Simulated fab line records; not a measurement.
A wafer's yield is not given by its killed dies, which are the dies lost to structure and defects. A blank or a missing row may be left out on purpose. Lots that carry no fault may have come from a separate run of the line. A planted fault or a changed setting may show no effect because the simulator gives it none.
Which tool did it? ; flow gf180mcu ; 13 lots with 39 wafers sampled at 3 steps, on a route of 602 steps

== WHAT EACH GAUGE READ, for each wafer ==
GF_CONTACT_THK_MEAS_03. Usual: CONTACT_CVD_02_THK 859 nm, standard deviation 10.
lot;measured;on;CONTACT_CVD_02_THK (nm);flag
L895;day 15 05:23;film metro-02;862 862 874;
L896;day 15 14:54;film metro-02;865 884 875;
L897;day 15 21:35;film metro-04;837 861 861;
L898;day 16 16:23;film metro-04;854 853 867;
L899;day 16 16:36;film metro-01;842 842 869;
L900;day 17 04:35;film metro-04;863 865 869;
L901;day 17 16:35;film metro-01;843 841 855;
L902;day 18 14:09;film metro-04;851 858 863;
L904;day 19 02:55;film metro-01;858 862 868;
L905;day 19 19:14;film metro-02;853 868 869;
L906;day 19 21:28;film metro-02;864 864 873;
L915;day 22 14:35;film metro-01;865 870 877;
L916;day 22 23:55;film metro-04;857 859 862;

== WHAT TOOL EACH LOT RAN ON (gives the tool, then ch and the chambers of the sampled wafers, and finally the start) ==
lot;GF_SAB_STRIP_13;GF_SALICIDE_RTA_08
L895;plasma asher-03 ch 0,1, day 15 04:29;rtp anneal-01 ch 0, day 15 05:07
L896;plasma asher-02 ch 0,1, day 15 14:01;rtp anneal-02 ch 0, day 15 14:38
L897;plasma asher-01 ch 0,1, day 15 20:43;rtp anneal-01 ch 0, day 15 21:19
L898;plasma asher-02 ch 0,1, day 16 15:29;rtp anneal-01 ch 0, day 16 16:06
L899;plasma asher-01 ch 0,1, day 16 15:41;rtp anneal-01 ch 0, day 16 16:19
L900;plasma asher-01 ch 0,1, day 17 03:37;rtp anneal-02 ch 0, day 17 04:16
L901;plasma asher-01 ch 0,1, day 17 15:30;rtp anneal-01 ch 0, day 17 16:19
L902;plasma asher-02 ch 0,1, day 18 13:13;rtp anneal-02 ch 0, day 18 13:53
L904;plasma asher-02 ch 0,1, day 19 02:01;rtp anneal-01 ch 0, day 19 02:39
L905;plasma asher-02 ch 0,1, day 19 18:22;rtp anneal-01 ch 0, day 19 18:58
L906;plasma asher-02 ch 0,1, day 19 20:35;rtp anneal-02 ch 0, day 19 21:11
L915;plasma asher-01 ch 0,1, day 22 13:43;rtp anneal-01 ch 0, day 22 14:20
L916;plasma asher-02 ch 0,1, day 22 23:01;rtp anneal-02 ch 0, day 22 23:39
- GF_SAB_STRIP_13: strips in O2/N2.
- GF_SALICIDE_RTA_08: time 30 s.

== AS READ BY THE TOOLS THEMSELVES (means over the sampled wafers that have a number; for cases with no such wafer, the mark the record gives instead) ==
GF_SAB_STRIP_13. Usual: drypump motor current A 5.9 A, standard deviation 0.43; heater power w 356 W, standard deviation 20; oes product au 0.709 a.u., standard deviation 0.0048; strip time to endpoint s 12.60 s, standard deviation 0.033.
lot;tool;drypump motor current A (A);heater power w (W);oes product au (a.u.);strip time to endpoint s (s);flag
L895;plasma asher-03;6.2;327;0.708;12.59;
L896;plasma asher-02;5.8;353;0.712;12.55;
L897;plasma asher-01;5.9;372;0.709;12.59;
L898;plasma asher-02;5.7;358;0.707;12.58;
L899;plasma asher-01;5.9;375;0.707;12.60;
L900;plasma asher-01;6.2;385;0.714;12.55;
L901;plasma asher-01;6.2;380;0.710;12.62;
L902;plasma asher-02;5.5;363;0.708;12.64;
L904;plasma asher-02;5.8;358;0.712;12.59;
L905;plasma asher-02;5.5;358;0.713;12.58;
L906;plasma asher-02;5.5;360;0.708;12.63;
L915;plasma asher-01;6.2;377;0.713;12.60;
L916;plasma asher-02;5.5;365;0.705;12.63;

GF_SALICIDE_RTA_08. Usual: lamp power pct 17.0 %, standard deviation 0.39; wafer_temp_C_max 804.6, standard deviation 2.1.
lot;tool;lamp power pct (%);wafer_temp_C_max;flag
L895;rtp anneal-01;16.6;806.4;
L896;rtp anneal-02;17.4;802.4;
L897;rtp anneal-01;16.6;806.3;
L898;rtp anneal-01;16.6;805.0;
L899;rtp anneal-01;16.6;806.1;
L900;rtp anneal-02;17.4;802.9;
L901;rtp anneal-01;16.6;806.5;
L902;rtp anneal-02;17.4;802.2;
L904;rtp anneal-01;16.6;806.3;
L905;rtp anneal-01;16.6;805.8;
L906;rtp anneal-02;17.4;802.7;
L915;rtp anneal-01;16.6;807.4;
L916;rtp anneal-02;17.4;802.8;

== THE ANSWER, worked out from the rows above alone ==
Rule: a lot counts as off when the mean over its wafers that have a number is more than 3 standard deviations away from the usual mean. Also off: a lot with no number at a reading for which 4 or more lots have one. All remaining lots with rows at the step are treated as sound. First the gauges in route order, then the tools' own readings, where a lot's mean is used as printed above. The first step at which some lot is off is used, and at that step the reading that is off furthest; a lot without a number counts as furthest.
Nothing can be told from this: no lot is off at any reading shown.

== WHAT WAS PUT IN BY THE SIMULATOR ==
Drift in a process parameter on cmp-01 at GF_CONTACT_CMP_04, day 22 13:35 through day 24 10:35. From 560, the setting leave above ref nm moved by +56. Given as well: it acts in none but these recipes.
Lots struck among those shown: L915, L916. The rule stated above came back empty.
